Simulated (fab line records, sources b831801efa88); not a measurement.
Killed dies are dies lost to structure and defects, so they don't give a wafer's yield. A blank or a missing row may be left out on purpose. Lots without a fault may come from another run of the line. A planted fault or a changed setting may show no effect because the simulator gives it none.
Chamber matching | flow sky130 | SKY_POLY_CUT_ETCH_11 on rie_diel-03: 4 sister chambers
The step etches Si3N4 in CF4/CH2F2/Ar, stops on poly-Si, time 42.5 s, target depth 60 nm. 4 wafers are shown with their chamber, then 7 later ones without.

WAFERS WITH THEIR CHAMBER
wafer  | chamber | drypump_motor_current_A (A)
L714.2 | 0       | 5.9
L716.3 | 3       | 5.4
L719.1 | 1       | 6.0
L719.4 | 2       | 6.4

WAFERS WITHOUT THEIR CHAMBER
wafer  | drypump_motor_current_A (A)
L719.5 | 6.4
L725.2 | 6.0
L725.4 | 6.4
L725.6 | 5.8
L729.1 | 6.4
L729.2 | 5.4
L729.4 | 6.1

WHICH CHAMBER EACH WENT THROUGH
wafer  | from the rows above     | in truth
L719.5 | 2                       | 2
L725.2 | can't be placed: 1 or 0 | 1
L725.4 | 2                       | 2
L725.6 | can't be placed: 0 or 1 | 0
L729.1 | 2                       | 2
L729.2 | 3                       | 3
L729.4 | can't be placed: 1 or 0 | 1
Placed correctly: 4 of 7. Can't be placed from these rows: 3 (the true chamber is among the candidates in 3). Placed wrongly: 0.
How it was worked out, from the rows above alone: a wafer's distance from a chamber is the root of the sum, over the readings, of the square of ((its reading less the chamber's mean) divided by the reading's scatter). The wafer belongs to the nearest chamber; if the next one is less than 2 further off, it can't be placed. A chamber's mean is the mean of its shown wafers. The scatter: with one shown wafer a chamber, the root of the mean of the squares of how far each hidden wafer lies from its nearest shown one.
